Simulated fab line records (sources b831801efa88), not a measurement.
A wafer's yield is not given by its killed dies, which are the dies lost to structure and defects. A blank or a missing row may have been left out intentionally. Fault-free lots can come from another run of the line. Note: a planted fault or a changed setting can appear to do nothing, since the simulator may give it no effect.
Matching of chambers | flow sky130 | 4 sister chambers for SKY_FIELD_ISO_CMP_27 on cmp-01
The step polishes, stops on Si3N4, t overpolish 16 s, target thk 457.8 nm. 4 wafers are shown with their chamber, then 7 later ones without.

WAFERS PAIRED WITH THEIR CHAMBERS
wafer  | chamber | motor current A (A)
L343.1 | 1       | 11.7
L343.5 | 2       | 10.2
L354.5 | 0       | 12.7
L356.2 | 3       | 10.1

WAFERS MISSING THEIR CHAMBER
wafer  | motor current A (A)
L356.4 | 12.7
L356.6 | 12.5
L357.1 | 9.5
L357.2 | 9.7
L357.4 | 11.5
L359.3 | 10.1
L359.5 | 11.0

THE CHAMBER EACH PASSED THROUGH
wafer  | from the rows above          | in truth
L356.4 | 0                            | 0
L356.6 | can't be placed: 0 or 1      | 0
L357.1 | can't be placed: 3 or 2      | 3
L357.2 | can't be placed: 3 or 2      | 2
L357.4 | 1                            | 1
L359.3 | can't be placed: 3 or 2      | 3
L359.5 | can't be placed: 1 or 2 or 3 | 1
Placed correctly: 2 of 7. Cannot be placed on the basis of these rows: 5; the candidates contain the true chamber in 5. Number placed wrongly: 0.
How it was worked out, from the rows above alone: a wafer's distance from a chamber is the root of the sum, over the readings, of the square of ((its reading less the chamber's mean) divided by the reading's scatter). If the next closest chamber is less than 2 further off than the closest, the wafer can't be placed; otherwise it belongs to the closest. Each chamber's mean is taken over the wafers shown for it. The scatter (one wafer shown for each chamber): square how far every hidden wafer sits from the nearest shown wafer, average those squares and take the square root.
